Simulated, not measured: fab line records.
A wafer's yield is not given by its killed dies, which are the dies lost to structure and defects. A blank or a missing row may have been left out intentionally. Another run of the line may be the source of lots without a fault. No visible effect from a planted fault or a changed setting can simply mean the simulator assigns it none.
Struck lot and sound lot, side by side	flow gf180mcu	22 steps out of a route of 602
Sound: wafers L944.2, L944.3, L944.4. Wafers L937.2, L937.4, L937.5 were the ones struck. Last of all comes the cause.
Per side, at each step with rows, come the tool, then ch with its chambers, and then its first start. Under that, the readings that differ: sound wafers	struck wafers	difference of the means	sigmas: that difference in standard deviations of wafers without a fault.
alike: words and numbers the same on both sides, and readings whose means are apart by under 2 such deviations; not compared: readings that were withheld, readings missing a value for some wafer, numbers with overlapping values and no deviation given by the record, and bounds like >300 which may hide the same value.
Wherever a step has rows on one side only, a row that says differs or no value, or a row with sigmas, the two part there. Numbers that don't overlap but have no deviation are shown without sigmas and don't part them. Lack of a reading on every wafer of one side parts them only where that side has two or more wafers.

GF_V3_RS_MEAS_24: the measuring method here is four-point-probe.
  sound on film-metro-01, day 27 06:05; struck on film-metro-01, day 24 22:56
  alike: V3_W_RS
GF_V3_THK_MEAS_25: measures by xrf.
  sound on film-metro-01, day 27 06:12; struck on film-metro-01, day 24 23:03
  alike: V3_W_THK
then, 1 step without rows for these wafers: GF_V3_CMP_26 (polishes, stops on SiO2, t overpolish 15 s, target thk 0 nm).
GF_M4_SPUTTER_00: material Ti, target thk 37.5 nm, time 150 s.
  sound on pvd-sputter-04, day 27 06:33; struck on pvd-sputter-02, day 24 23:24
  alike: cathode-dc-power-W, throttle-valve-pct
GF_M4_SPUTTER_01: material TiN, target thk 30 nm, time 25 s.
  sound on pvd-sputter-04, day 27 06:39; struck on pvd-sputter-02, day 24 23:30
  alike: cathode-dc-power-W, throttle-valve-pct
GF_M4_SPUTTER_02: material AlCu, target thk 450 nm, time 23.9 s.
  sound on pvd-sputter-04, day 27 06:41; struck on pvd-sputter-02, day 24 23:32
  alike: cathode-dc-power-W, throttle-valve-pct
GF_M4_SPUTTER_03: material Ti, target thk 10 nm, time 6.7 s.
  sound on pvd-sputter-04, day 27 06:43; struck on pvd-sputter-02, day 24 23:34
  alike: cathode-dc-power-W, throttle-valve-pct
GF_M4_SPUTTER_04: material TiN, target thk 50 nm, time 41.7 s.
  sound on pvd-sputter-04, day 27 06:44; struck on pvd-sputter-02, day 24 23:35
  alike: cathode-dc-power-W, throttle-valve-pct
GF_M4_RS_MEAS_05: the measuring method here is four-point-probe.
  sound on film-metro-01, day 27 06:47; struck on film-metro-04, day 24 23:38
  alike: M4_ALCU_RS
GF_M4_THK_MEAS_06: measures by xrf.
  sound on film-metro-01, day 27 06:54; struck on film-metro-04, day 24 23:45
  alike: M4_ALCU_THK
then, 2 steps without rows for these wafers: GF_M4_DEHYDRATE_07 (time 60 s); GF_M4_HMDS_08 (prime time 60 s).
GF_M4_COAT_09: resist thk 1000 nm.
  sound on litho-track-03 ch 0, day 27 16:37; struck on litho-track-01 ch 0, day 25 10:12
reading	sound	struck	difference	sigmas
model.KrF_of_M4_COAT_09.thk-nm (nm)	996.1 997.6 995.8	981.9 982.6 981.8	-14.4	
then, 4 steps without rows for these wafers: GF_M4_SOFTBAKE_10 (time 60 s); GF_M4_EXPOSE_11 (exposes mask Metal4, target cd 280 nm); GF_M4_PEB_12 (peb time 90 s); GF_M4_DEVELOP_13 (develop time 60 s).
GF_M4_CD_MEAS_14: target cd 280 nm.
  sound on cd-sem-02, day 28 02:43; struck on cd-sem-01, day 25 20:52
  alike: cd-nm
GF_M4_OVL_MEAS_15:
  sound on overlay-01, day 28 02:50; struck on overlay-01, day 25 20:58
  alike: M4_OVL
GF_M4_METAL_ETCH_16: etches the open film in Cl2/BCl3, stops on SiO2, target depth 750.8 nm, time 125.1 s.
  sound on rie-metal-03 ch 1, day 28 02:54; struck on rie-metal-03 ch 0,1, day 25 21:00
reading	sound	struck	difference	sigmas
model.KrF_of_M4_COAT_09.thk-nm (nm)	681.9 687.5 682.3	659.3 664.5 663.3	-21.5	
  alike: drypump-motor-current-A, he-backside-leak-sccm, oes-product-au, throttle-valve-pct
  not compared: rf-hours-counter-h
GF_M4_STRIP_17: strips in O2/N2.
  sound on plasma-asher-01 ch 0,1, day 28 03:07; struck on plasma-asher-04 ch 0,1, day 25 21:08
reading	sound	struck	difference	sigmas
strip-time-to-endpoint-s (s)	7.36 7.41 7.37	7.14 7.19 7.17	-0.21	-3
  alike: drypump-motor-current-A, heater-power-w, oes-product-au
  not compared: rf-hours-counter-h
then, 1 step without rows for these wafers: GF_M4_STRIP_18 (strips in post etch residue remover, time 1200 s).

WHERE THEY PART
At GF_M4_STRIP_17 and nowhere else, as far as this record goes.

WHY: whatever the simulator had introduced
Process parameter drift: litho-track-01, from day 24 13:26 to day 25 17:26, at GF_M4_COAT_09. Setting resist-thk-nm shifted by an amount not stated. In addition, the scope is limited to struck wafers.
